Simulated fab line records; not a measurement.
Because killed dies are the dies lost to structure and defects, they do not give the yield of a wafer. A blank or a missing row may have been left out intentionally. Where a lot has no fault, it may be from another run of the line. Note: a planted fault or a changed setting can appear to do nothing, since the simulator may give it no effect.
fab line records	flow sky130
record: lots: 9	wafers: 27	last-day: 50
route steps=708 shown CAP2M@606 VIA4@656 METAL5@665 PASSIVATION@693 PAD_OPEN@708
lots with no fault: from the same line, run without faults
start-h: start of the lot's first displayed wafer, in hours after the record's first day	wait-h: hours since the lot's step before	" the same as in the row above	L1.1+2: a single row standing in for several wafers	- either no value or no given start	* or withheld: withheld	< > ~ a bound
route shown NAME@n: a module of which the file shows steps, and the number in the route of the first	usual: the fault-free wafers' mean and standard deviation	same: alike in all rows	chamber/n: place in a boat	sites: readings site by site	_std_site: the values' standard deviation	_edge_site: mean of outer sites minus mean of inner sites	radius-mm: for every site, how far away it sits from the centre of the wafer	mask NAME#n: copy n	behind: the last tool/chamber to shape the wafer	hold: what put the lot on hold/how long, in hours/how the hold closed	device: whichever transistor did not switch (one of n, p or np)	end of line: the route-end tests of the same wafers	a step given without rows: its recipe and nothing more	killed: dies lost to structure and defects at the first sort, not the wafer's yield	map: dies across one wafer; x = killed, . = not, _ = none there
set.NAME: the setting as run; set.NAME@STEP: as run at that earlier step	model.NAME: the simulator's own value behind a step, which no gauge read
a sample of lots followed through the steps of the route, with each step as a table and each wafer as a row
services: from which hour (start-h, from the record's first day; less than 0 if before it) a tool's chamber was out of use, for how many hours, and why
== steps ==
step: SKY_CAP2M_RS_MEAS_03
recipe: thk-meas-gauge: four-point-probe	reads: TiN_of_CAP2M_SPUTTER_02
usual: CAP2M_TIN_RS: 6.90/0.052
lot.wafer	tool	chamber	start-h	wait-h	CAP2M_TIN_RS[ohm/sq]
L501.1	film-metro-01	-	930.97	0.1	6.88
L501.4	"	-	"	"	6.88
L501.5	"	-	"	"	6.86
L508.1	film-metro-03	-	992.37	0.1	6.92
L508.3	"	-	"	"	6.87
L508.5	"	-	"	"	6.89
L509.1	film-metro-04	-	993.33	0.1	6.82
L509.5	"	-	"	"	6.91
L509.6	"	-	"	"	6.87
L510.1	film-metro-04	-	1002.05	0.1	7.03
L510.3	"	-	"	"	6.95
L510.5	"	-	"	"	6.94
L514.2	film-metro-03	-	1029.40	0.1	6.83
L514.3	"	-	"	"	6.90
L514.6	"	-	"	"	6.91
L515.3	film-metro-03	-	1036.72	0.1	6.89
L515.4	"	-	"	"	6.85
L515.5	"	-	"	"	6.91
L517.2	film-metro-03	-	1065.15	0.1	6.88
L517.4	"	-	"	"	6.97
L517.5	"	-	"	"	6.98
L520.2	film-metro-03	-	1067.07	0.1	6.92
L520.3	"	-	"	"	6.91
L520.5	"	-	"	"	6.86
L521.1	film-metro-03	-	1075.57	0.1	6.84
L521.2	"	-	"	"	6.81
L521.3	"	-	"	"	6.84
step: SKY_VIA4_SPUTTER_17
recipe: material: TiN	target-thk-nm: 20	chamber-pressure-pa: 5	power-w: 4000	time-s: 80
usual: cathode-dc-power-W: 4000.0/0.73	chamber-pressure-pa: 5.001/0.0096	throttle-valve-pct: 30.5/0.66
lot.wafer	tool	chamber	start-h	wait-h	cathode-dc-power-W	chamber-pressure-pa	throttle-valve-pct
L501.1	pvd-sputter-04	-	1004.89	0.0	4000.0	5.022	31.1
L501.4	"	-	"	"	3999.3	4.999	31.2
L501.5	"	-	"	"	3999.9	4.994	29.8
L508.1	pvd-sputter-03	-	1062.54	0.0	4000.0	5.001	29.0
L508.3	"	-	"	"	4000.6	5.005	30.6
L508.5	"	-	"	"	3999.1	5.009	29.0
L509.1	pvd-sputter-01	-	1062.88	0.0	3999.9	5.001	29.7
L509.5	"	-	"	"	3998.7	5.009	30.9
L509.6	"	-	"	"	3998.2	4.990	30.1
L510.1	pvd-sputter-04	-	1069.80	0.0	4000.2	5.009	31.2
L510.3	"	-	"	"	4000.0	5.016	30.1
L510.5	"	-	"	"	4000.5	4.993	31.0
L514.2	pvd-sputter-01	-	1095.67	0.0	4001.1	4.989	30.6
L514.3	"	-	"	"	3999.4	4.992	30.1
L514.6	"	-	"	"	4000.2	4.990	30.5
L515.3	pvd-sputter-03	-	1103.71	0.0	4000.6	5.013	30.3
L515.4	"	-	"	"	3999.1	5.009	30.0
L515.5	"	-	"	"	4001.3	4.993	29.2
L517.2	pvd-sputter-04	-	1128.35	0.0	3999.7	4.997	30.8
L517.4	"	-	"	"	3999.0	4.998	31.2
L517.5	"	-	"	"	4000.6	5.013	30.9
L520.2	pvd-sputter-04	-	1130.84	0.0	3999.5	4.996	31.1
L520.3	"	-	"	"	3999.7	4.999	29.6
L520.5	"	-	"	"	3999.9	5.015	31.0
L521.1	pvd-sputter-01	-	1137.40	0.0	4001.3	5.023	29.8
L521.2	"	-	"	"	3999.8	4.996	30.5
L521.3	"	-	"	"	3998.9	4.991	31.2
step: SKY_METAL5_SPUTTER_04
recipe: material: TiN	target-thk-nm: 70	power-w: 6500	time-s: 58.3	chamber-pressure-pa: 0.4
usual: cathode-dc-power-W: 6500.0/1.2	chamber-pressure-pa: 0.3999/0.00084	throttle-valve-pct: 29.8/0.74
lot.wafer	tool	chamber	start-h	wait-h	cathode-dc-power-W	chamber-pressure-pa	throttle-valve-pct
L501.1	pvd-sputter-03	-	1005.70	0.0	6500.6	0.4007	29.2
L501.4	"	-	"	"	6500.5	0.3986	30.4
L501.5	"	-	"	"	6500.7	0.3990	30.4
L508.1	pvd-sputter-02	-	1063.35	0.0	-	-	-
L508.3	"	-	"	"	-	-	-
L508.5	"	-	"	"	-	-	-
L509.1	pvd-sputter-03	-	1063.69	0.0	-	-	-
L509.5	"	-	"	"	-	-	-
L509.6	"	-	"	"	-	-	-
L510.1	pvd-sputter-03	-	1070.61	0.0	-	-	-
L510.3	"	-	"	"	-	-	-
L510.5	"	-	"	"	-	-	-
L514.2	pvd-sputter-03	-	1096.48	0.0	6501.1	0.3998	30.4
L514.3	"	-	"	"	6501.4	0.3994	29.2
L514.6	"	-	"	"	6500.7	0.3995	30.7
L515.3	pvd-sputter-02	-	1104.52	0.0	6499.4	0.3986	28.7
L515.4	"	-	"	"	6499.5	0.3994	29.1
L515.5	"	-	"	"	6498.2	0.4000	29.3
L517.2	pvd-sputter-02	-	1130.48	0.0	6500.4	0.3996	29.1
L517.4	"	-	"	"	6497.7	0.4011	29.4
L517.5	"	-	"	"	6500.2	0.3978	29.2
L520.2	pvd-sputter-03	-	1132.58	0.0	6500.7	0.3985	30.4
L520.3	"	-	"	"	6500.1	0.3998	29.7
L520.5	"	-	"	"	6500.4	0.3995	29.6
L521.1	pvd-sputter-02	-	1138.21	0.0	6499.9	0.3999	29.2
L521.2	"	-	"	"	6499.0	0.4004	28.7
L521.3	"	-	"	"	6498.1	0.4000	29.2
step: SKY_METAL5_RS_MEAS_05
recipe: thk-meas-gauge: four-point-probe	reads: TiN_of_METAL5_SPUTTER_04+Ti_of_METAL5_SPUTTER_03+AlCu_of_METAL5_SPUTTER_02+TiN_of_METAL5_SPUTTER_01+Ti_of_METAL5_SPUTTER_00
usual: METAL5_ALCU_RS: 0.0272/0.0003
lot.wafer	tool	chamber	start-h	wait-h	hold	METAL5_ALCU_RS[ohm/sq]
L501.1	film-metro-02	-	1005.75	0.0	-	0.0272
L501.4	"	-	"	"	-	0.0269
L501.5	"	-	"	"	-	0.0274
L508.1	film-metro-04	-	1063.40	0.0	await-dispo/0.2h/release	0.0275
L508.3	"	-	"	"	await-dispo/0.2h/release	0.0275
L508.5	"	-	"	"	await-dispo/0.2h/release	0.0273
L508.1	film-metro-04	-	1063.68	0.3	-	0.0275
L508.3	"	-	"	"	-	0.0275
L508.5	"	-	"	"	-	0.0273
L509.1	film-metro-03	-	1063.73	0.0	await-dispo/0.2h/release	0.0276
L509.5	"	-	"	"	await-dispo/0.2h/release	0.0280
L509.6	"	-	"	"	await-dispo/0.2h/release	0.0276
L509.1	film-metro-03	-	1064.02	0.3	-	0.0275
L509.5	"	-	"	"	-	0.0280
L509.6	"	-	"	"	-	0.0276
L510.1	film-metro-04	-	1070.66	0.0	await-dispo/0.2h/release	0.0273
L510.3	"	-	"	"	await-dispo/0.2h/release	0.0277
L510.5	"	-	"	"	await-dispo/0.2h/release	0.0274
L510.1	film-metro-04	-	1070.95	0.3	-	0.0274
L510.3	"	-	"	"	-	0.0278
L510.5	"	-	"	"	-	0.0274
L514.2	film-metro-03	-	1096.54	0.0	-	0.0274
L514.3	"	-	"	"	-	0.0272
L514.6	"	-	"	"	-	0.0270
L515.3	film-metro-03	-	1104.61	0.1	-	0.0268
L515.4	"	-	"	"	-	0.0267
L515.5	"	-	"	"	-	0.0267
L517.2	film-metro-03	-	1130.55	0.0	-	0.0269
L517.4	"	-	"	"	-	0.0272
L517.5	"	-	"	"	-	0.0270
L520.2	film-metro-04	-	1132.65	0.0	-	0.0272
L520.3	"	-	"	"	-	0.0277
L520.5	"	-	"	"	-	0.0279
L521.1	film-metro-02	-	1138.26	0.0	-	0.0269
L521.2	"	-	"	"	-	0.0267
L521.3	"	-	"	"	-	0.0268
step: SKY_METAL5_THK_MEAS_06
recipe: thk-meas-gauge: xrf	reads: AlCu_of_METAL5_SPUTTER_02
usual: METAL5_ALCU_THK: 1130/15
lot.wafer	tool	chamber	start-h	wait-h	hold	METAL5_ALCU_THK[nm]
L501.1	film-metro-02	-	1005.87	0.1	-	1125
L501.4	"	-	"	"	-	1140
L501.5	"	-	"	"	-	1115
L509.1	film-metro-03	-	1067.89	3.8	await-dispo/0.2h/release	1313
L509.5	"	-	"	"	await-dispo/0.2h/release	1285
L509.6	"	-	"	"	await-dispo/0.2h/release	1313
L509.1	film-metro-03	-	1068.11	0.2	-	1317
L509.5	"	-	"	"	-	1294
L509.6	"	-	"	"	-	1311
L508.1	film-metro-04	-	1069.48	5.8	await-dispo/0.2h/release	1306
L508.3	"	-	"	"	await-dispo/0.2h/release	1307
L508.5	"	-	"	"	await-dispo/0.2h/release	1326
L508.1	film-metro-04	-	1069.74	0.2	-	1309
L508.3	"	-	"	"	-	1307
L508.5	"	-	"	"	-	1320
L510.1	film-metro-04	-	1075.21	4.2	await-dispo/0.2h/release	1311
L510.3	"	-	"	"	await-dispo/0.2h/release	1292
L510.5	"	-	"	"	await-dispo/0.2h/release	1314
L510.1	film-metro-04	-	1075.46	0.2	-	1310
L510.3	"	-	"	"	-	1292
L510.5	"	-	"	"	-	1320
L514.2	film-metro-03	-	1096.65	0.1	-	1121
L514.3	"	-	"	"	-	1138
L514.6	"	-	"	"	-	1147
L515.3	film-metro-03	-	1104.71	0.1	-	1155
L515.4	"	-	"	"	-	1161
L515.5	"	-	"	"	-	1152
L517.2	film-metro-03	-	1130.66	0.1	-	1140
L517.4	"	-	"	"	-	1131
L517.5	"	-	"	"	-	1135
L520.2	film-metro-04	-	1132.76	0.1	-	1118
L520.3	"	-	"	"	-	1096
L520.5	"	-	"	"	-	1089
L521.1	film-metro-02	-	1138.38	0.1	-	1149
L521.2	"	-	"	"	-	1158
L521.3	"	-	"	"	-	1152
step: SKY_METAL5_METAL_ETCH_15
recipe: target-depth-a: 12600	stop-on: SiO2	over-etch-frac: 0.2	time-s: 252	chemistry: Cl2/BCl3	resist-sidewall-deg: 86	pressure-mtorr: 10	icp-w: 900	bias-w: 48.5	Cl2_flow_sccm: 60	bcl3-flow-sccm: 30
usual: drypump-motor-current-A: 5.7/0.45	oes-product-au: 0.894/0.0058	throttle-valve-pct: 22.265/0.0094
lot.wafer	tool	chamber	start-h	wait-h	drypump-motor-current-A	oes-product-au	rf-hours-counter-h	throttle-valve-pct
L501.1	rie-metal-03	1	1028.49	0.0	6.5	0.887	11	22.267
L501.4	"	0	"	"	5.6	0.903	-	22.269
L501.5	"	1	"	"	6.5	0.894	-	22.262
L508.1	rie-metal-01	0	1084.22	0.0	5.4	0.859	17	22.247
L508.3	"	1	"	"	5.8	0.870	-	22.250
L508.5	"	0	"	"	5.3	0.868	-	22.274
L509.1	rie-metal-03	0	1084.32	0.0	5.5	0.861	12	22.273
L509.5	"	0	"	"	5.5	0.852	-	22.263
L509.6	"	1	"	"	6.4	0.866	-	22.285
L510.1	rie-metal-04	1	1090.62	0.0	5.9	0.878	14	22.261
L510.3	"	1	"	"	5.9	0.869	-	22.273
L510.5	"	0	"	"	4.9	0.875	-	22.281
L514.2	rie-metal-03	1	1117.35	0.0	6.5	0.894	18	22.270
L514.3	"	0	"	"	5.5	0.898	-	22.259
L514.6	"	0	"	"	5.6	0.898	-	22.249
L515.3	rie-metal-01	0	1124.85	0.1	5.4	0.903	-	22.278
L515.4	"	1	"	"	5.9	0.893	-	22.252
L515.5	"	1	"	"	5.8	0.893	-	22.276
L517.2	rie-metal-03	1	1148.57	0.0	6.5	0.891	21	22.269
L517.4	"	0	"	"	5.6	0.895	-	22.264
L517.5	"	1	"	"	6.5	0.899	-	22.273
L520.2	rie-metal-03	0	1151.07	0.0	5.6	0.891	18	22.264
L520.3	"	0	"	"	5.6	0.895	-	22.258
L520.5	"	0	"	"	5.6	0.885	-	22.269
L521.1	rie-metal-01	1	1156.05	0.0	5.8	0.890	25	22.252
L521.2	"	0	"	"	5.3	0.891	23	22.271
L521.3	"	0	"	"	5.3	0.886	-	22.263
step: SKY_PASSIVATION_STRIP_12
recipe: chemistry: O2/N2	power-w: 1400	pressure-mtorr: 1500	platen-temp-c: withheld	overash-fraction: 0.7	o2-flow-sccm: 3000	n2-flow-sccm: 300
usual: drypump-motor-current-A: 5.6/0.37	n2-flow-sccm: 300.0/0.9	o2-flow-sccm: 2999/9	oes-product-au: 0.660/0.0045	strip-time-to-endpoint-s: 31.48/0.16
lot.wafer	tool	chamber	start-h	wait-h	drypump-motor-current-A	n2-flow-sccm	o2-flow-sccm	oes-product-au	rf-hours-counter-h	strip-time-to-endpoint-s
L501.1	plasma-asher-02	0	1051.85	0.1	5.7	301.3	3008	0.663	124	31.27
L501.4	"	1	"	"	5.5	301.1	3007	0.658	-	31.36
L501.5	"	1	"	"	5.5	301.1	2988	0.663	-	31.35
L508.1	plasma-asher-02	0	1106.35	0.1	5.7	300.1	2987	0.656	4	31.45
L508.3	"	0	"	"	5.7	298.5	3000	0.658	-	31.67
L508.5	"	0	"	"	5.7	298.8	2994	0.655	-	31.61
L509.1	plasma-asher-02	0	1106.52	0.1	5.7	300.4	3007	0.660	4	31.32
L509.5	"	1	"	"	5.5	298.7	2999	0.670	-	31.44
L509.6	"	0	"	"	5.7	299.9	3008	0.665	-	31.25
L510.1	plasma-asher-04	1	1112.04	0.1	5.7	298.4	2999	0.662	35	31.45
L510.3	"	0	"	"	5.1	300.6	2996	0.657	-	31.56
L510.5	"	1	"	"	5.7	298.9	2999	0.659	-	31.43
L514.2	plasma-asher-04	0	1137.67	0.1	5.1	299.8	2998	0.665	38	31.63
L514.3	"	1	"	"	5.7	299.6	3007	0.660	-	31.45
L514.6	"	1	"	"	5.7	301.1	2999	0.660	-	31.76
L515.3	plasma-asher-02	0	1144.59	0.1	5.7	299.3	2987	0.652	-	31.22
L515.4	"	1	"	"	5.5	300.2	2989	0.654	-	31.51
L515.5	"	1	"	"	5.5	300.0	2981	0.654	-	31.25
L517.2	plasma-asher-03	0	1167.15	0.1	6.5	297.9	2992	0.658	73	31.36
L517.4	"	0	"	"	6.5	299.1	2993	0.660	-	31.41
L517.5	"	0	"	"	6.5	299.0	3011	0.655	-	31.35
L520.2	plasma-asher-04	1	1169.70	0.1	5.7	300.8	2994	0.662	41	31.06
L520.3	"	0	"	"	5.1	299.3	3006	0.658	-	31.19
L520.5	"	0	"	"	5.1	300.1	3000	0.660	-	31.41
L521.1	plasma-asher-04	1	1174.19	0.1	5.7	299.5	2996	0.662	41	31.50
L521.2	"	0	"	"	5.1	301.1	3007	0.649	41	31.27
L521.3	"	1	"	"	5.7	300.1	2994	0.663	-	31.54
step: SKY_PAD_OPEN_PROBE_99
usual: defect-limited-yield: 82.2/1.9	killed_at_M0_to_M3: 44/6.9	killed_at_M4_up: 3.3/1.8	killed-at-contacts: 24/5	killed-at-front-end: 16/4.6	killed-at-other: 0.2/0.42	killed-dies: 88/9.2	killed-open: 48/7.3	killed-short: 40/6.5	sort_bin_3_pad_short: 0.9/0.43	sort_bin_5_function: 10.6/1.5	sort_bin_6_memory: 6.4/1.1	sort-n-pass: 404/9.2	sort-yield-pct: 82.2/1.9
same: gross-dies: 492	killed-at-back-side: 0	sort_bin_4_leakage[%]: 0	sort_bin_8_speed[%]: 0
lot.wafer	tool	chamber	start-h	wait-h	defect-limited-yield[%]	killed_at_M0_to_M3	killed_at_M4_up	killed-at-contacts	killed-at-front-end	killed-at-other	killed-dies	killed-open	killed-short	sort_bin_3_pad_short[%]	sort_bin_5_function[%]	sort_bin_6_memory[%]	sort-n-pass	sort-yield-pct[%]
L517.2	prober-01	-	1186.03	0.1	81.5	50	2	26	12	1	91	42	48	1.0	9.6	7.9	401	81.5
L517.4	prober-01	-	1186.13	0.2	80.9	47	3	32	11	1	94	43	50	1.0	13.0	5.1	398	80.9
L517.5	prober-01	-	1186.18	0.2	83.5	45	2	20	14	0	81	43	38	0.8	10.0	5.7	411	83.5
killed by level:class
L517.2 METAL1:geometric-particle:short=10 CONTACT:geometric-particle:open=9 VIA1:geometric-particle:open=8 LI_CONTACT:geometric-particle:open=7 METAL2:geometric-particle:short=7 VIA3:geometric-particle:open=7 VIA1:geometric-particle:short=6 LOCAL_INTERCONNECT:geometric-particle:short=5
L517.4 CONTACT:geometric-particle:open=10 VIA2:geometric-particle:open=8 LI_CONTACT:geometric-particle:open=6 LOCAL_INTERCONNECT:geometric-particle:short=6 CONTACT:geometric-particle:short=6 VIA1:geometric-particle:open=6 POLY_GATE:geometric-particle:short=5 METAL1:geometric-particle:short=5
L517.5 CONTACT:geometric-particle:open=7 VIA1:geometric-particle:open=7 VIA3:geometric-particle:open=7 POLY_GATE:geometric-particle:open=6 VIA2:geometric-particle:open=6 METAL1:geometric-particle:short=5 CONTACT:geometric-particle:short=5 VIA1:geometric-particle:short=5
== services ==
tool	chamber	start-h	hours	kind
pvd-sputter-03	-	991.09	14.2	repair
pvd-sputter-02	-	995.21	2.4	repair
plasma-asher-03	-	1004.26	1.6	repair
rie-metal-04	-	1013.53	0.4	repair
pvd-sputter-01	-	1019.29	1.2	repair
pvd-sputter-02	1	1031.44	-	consumable-replace:kit
pvd-sputter-02	1	1031.44	18.0	scheduled-down
pvd-sputter-02	1	1031.44	18.0	vent-cycle
plasma-asher-04	-	1045.34	14.6	pm
pvd-sputter-02	-	1046.65	12.6	repair
rie-metal-03	-	1050.13	0.5	repair
plasma-asher-03	-	1052.06	15.6	pm
plasma-asher-02	-	1055.35	9.0	pm
plasma-asher-02	0	1055.35	9.0	vent-cycle
pvd-sputter-01	-	1059.15	1.0	repair
plasma-asher-04	-	1065.75	1.9	repair
plasma-asher-04	-	1072.80	6.1	repair
pvd-sputter-03	1	1075.99	-	consumable-replace:kit
pvd-sputter-03	1	1075.99	18.0	scheduled-down
pvd-sputter-03	1	1075.99	18.0	vent-cycle
pvd-sputter-01	-	1119.28	5.2	repair
pvd-sputter-04	-	1142.28	2.2	repair
pvd-sputter-02	-	1162.49	8.6	repair
pvd-sputter-04	-	1172.74	1.3	repair
== key ==
first-sign: step: SKY_METAL5_SPUTTER_04	reading: tool-record	direction: missing
effect: step: SKY_METAL5_RS_MEAS_05	reading: visit	direction: added
effect: step: SKY_METAL5_THK_MEAS_06	reading: visit	direction: added
effect: step: SKY_METAL5_THK_MEAS_06	reading: METAL5_ALCU_THK	direction: up	sigmas: 12	usual: 1130	struck: 1307
effect: step: SKY_METAL5_METAL_ETCH_15	reading: oes-product-au	direction: down	sigmas: 4.7	usual: 0.894	struck: 0.866
met-at SKY_METAL5_SPUTTER_04
struck-lots L508,L509,L510
not-acting-at SKY_CAP2M_RS_MEAS_03,SKY_VIA4_SPUTTER_17,SKY_PASSIVATION_STRIP_12
onset-between 1005.70 1063.35
fault: kind: skipped-step-whole	tool: pvd-sputter-02,pvd-sputter-03	chamber: -	onset-h: 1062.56	steps: SKY_METAL5_SPUTTER_04	scope: struck-lots-only
